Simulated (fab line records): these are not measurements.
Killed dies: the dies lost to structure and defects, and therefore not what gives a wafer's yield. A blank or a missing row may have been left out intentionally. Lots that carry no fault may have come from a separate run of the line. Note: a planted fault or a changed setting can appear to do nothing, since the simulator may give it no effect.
2 desks, one fault ; flow gf180mcu ; each desk has only its own numbers; what lay behind them comes last

== TOOL OWNER'S DESK, cvd w-02 ==
The tool's own readings at GF_V3_CVD_23 (deposits W, target thk 350 nm, time 104.9 s): means of the sampled wafers that have a number, for each lot that ran on this tool. A lot is out of limits, marked OUT, if its mean lies more than 4 standard deviations from the usual mean; the brackets give that distance.
Columns: A = heater power outer w at GF_V3_CVD_23, usual 498 W; B = heater power w at GF_V3_CVD_23, usual 823 W; C = susceptor temp C at GF_V3_CVD_23, usual 399.94 C
lot;first seen here;A;B;C
L804;day 22 22:20;512;821;399.85
L806;day 23 19:51;508;840;400.09
L808;day 24 19:03;506;809;399.92
L809;day 25 03:17;518;830;399.83
L810;day 25 06:59;508;840;399.94
L814;day 26 16:40;501;821;399.87
L816;day 27 06:43;484;790;399.59
L817;day 27 11:06;476;794;400.07
This desk's finding: nothing out of limits on any of the 8 lots.

== FROM THE METROLOGY DESK ==
Lot by lot, what the gauges showed, no matter which tool ran the lot: averages of those sampled wafers that carry a number. A lot is out of limits, marked OUT, if its mean lies more than 4 standard deviations from the usual mean; the brackets give that distance.
Columns: A = cd nm at GF_V3_CD_MEAS_14, usual 259.7 nm; B = V3_W_RS at GF_V3_RS_MEAS_24, usual 0.325 ohm/sq; C = V3_W_THK at GF_V3_THK_MEAS_25, usual 360 nm
lot;first seen here;A;B;C
L802;day 22 08:08;261.9;0.318;361
L804;day 22 21:25;260.0;0.323;368
L806;day 23 18:56;260.7;0.325;361
L808;day 24 18:08;260.1;0.327;354
L809;day 25 02:22;258.6;0.327;349
L810;day 25 06:05;259.5;0.328;365
L812;day 25 22:35;258.2;0.325;367
L814;day 26 15:45;260.0;0.328;361
L816;day 27 05:45;260.6;0.212 (-29) OUT;-
L817;day 27 10:11;259.2;0.212 (-29) OUT;543 (+26) OUT
L825;day 29 08:37;258.8;0.321;356
Per this desk, out of limits: L816, L817; the first was L816, day 27 06:56 (V3_W_RS at GF_V3_RS_MEAS_24). L802, L804, L806, L808, L809, L810, L812, L814, L825 stayed within limits.

== ALL TOGETHER ==
The metrology desk could have raised an alarm at day 27 06:56, on L816, L817.
The tool owner's desk saw nothing out of limits.
Tool owner's desk: L816, L817 on record, inside its limits.
Of the lots named, all ran GF_V3_CVD_23 on cvd w-02.

== WHAT HAD BEEN PUT IN BY THE SIMULATOR ==
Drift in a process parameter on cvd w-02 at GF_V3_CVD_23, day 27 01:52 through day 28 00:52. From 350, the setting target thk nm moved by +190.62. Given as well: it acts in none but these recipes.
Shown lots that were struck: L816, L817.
Time in hours between the start of the fault and the first out-of-limits reading at each desk: metrology desk, 5.
